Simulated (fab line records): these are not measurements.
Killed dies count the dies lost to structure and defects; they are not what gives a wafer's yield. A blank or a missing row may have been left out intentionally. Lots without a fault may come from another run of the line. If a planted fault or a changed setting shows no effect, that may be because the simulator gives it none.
Code-filled problem report in 8D (eight disciplines) form + flow gf180mcu + the parts of the form that need people (team, actions taken, sign-off) are left out

1. THE PROBLEM
Mean of heaterPowerTotalW at GF_V1_SOFTBAKE_10: 94.57 W across 2 wafers in 2 lots; on wafers with no fault it is 93.05 W (standard deviation 0.063). Measured from the usual mean, that is +24 standard deviations.
The step: time 60 s.
First observed at day 19 08:00: wafer L676.3, on lithoTrack-04. The record holds 39 wafers of 13 lots with a number at this step. By rule, "out" or "out of limits" means more than 4 standard deviations away from the usual mean. Any other wafer with a number is counted as sound.

2. WHAT IT IS AND WHAT IT IS NOT
| question                    | is                            | is not                                                                                                               |
|-----------------------------|-------------------------------|----------------------------------------------------------------------------------------------------------------------|
| which readings at this step | heaterPowerTotalW, runLengthS | -                                                                                                                    |
| which lots                  | L676, L677                    | L672, L673, L675, L679, L685, L687, L688, L690, L691, L692, L694                                                     |
| which wafers of those lots  | L676.3, L677.3                | L676.1, L676.4, L677.5, L677.6                                                                                       |
| read on which tools         | lithoTrack-04                 | lithoTrack-01, lithoTrack-02                                                                                         |
| when                        | from day 19 08:00             | up to then (11 sound wafers); but 26 sound wafers of L677, L679, L685, L687, L688, L690, L691, L692, L694 came after |

3. WHAT RULES OUT EACH SUSPECT
Counting: if a tool at a process step up to the reading ran every lot that is out, it stays a suspect. Sound lots after the first of them don't rule it out here, since some wafers of a struck lot are sound.
- rtpAnneal-02 at GF_SALICIDE_RTA_08 (time 30 s): kept. It ran every lot that is out, first L676 (day 16 19:50); its last sound lot up to then is L672 (day 15 10:21).
- lithoTrack-04 at GF_V1_SOFTBAKE_10 (time 60 s): kept. It ran every lot that is out, first L676 (day 19 08:00); its last sound lot up to then is L675 (day 18 16:00). On those wafers its own readings are out: heaterPowerTotalW, runLengthS.
Remaining after the count are rtpAnneal-02 at GF_SALICIDE_RTA_08 and lithoTrack-04 at GF_V1_SOFTBAKE_10.

4. THE CAUSE (what the simulator had put in)
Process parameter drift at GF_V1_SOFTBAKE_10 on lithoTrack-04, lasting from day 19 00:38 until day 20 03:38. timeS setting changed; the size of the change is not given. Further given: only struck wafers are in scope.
After counting, 2 suspects remain, this tool included.

5. SEQUENCE OF EFFECTS, ordered by route
Each row: a reading where the mean over the struck wafers with a number is more than 3 standard deviations away from the usual. Readings are gone through only where the record gives a usual standard deviation; hours: the median, over the lots, of the time from a lot's start at the first step in this table giving one to that lot's start at this step; sigmas: the change measured in usual standard deviations.
| hours | step              | reading           | usual   | on struck wafers | change | sigmas |
|-------|-------------------|-------------------|---------|------------------|--------|--------|
| 0     | GF_V1_SOFTBAKE_10 | heaterPowerTotalW | 93.05 W | 94.57            | +1.52  | +24    |
| 0     | GF_V1_SOFTBAKE_10 | runLengthS        | 89.24 s | 86.62            | -2.62  | -9.4   |
Here are the process steps it includes:
- GF_V1_SOFTBAKE_10: time 60 s.

6. WHAT WOULD HAVE CAUGHT IT SOONER
The fault began at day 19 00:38; the first out-of-limits reading in this record came at day 19 08:00, 7 hours later.
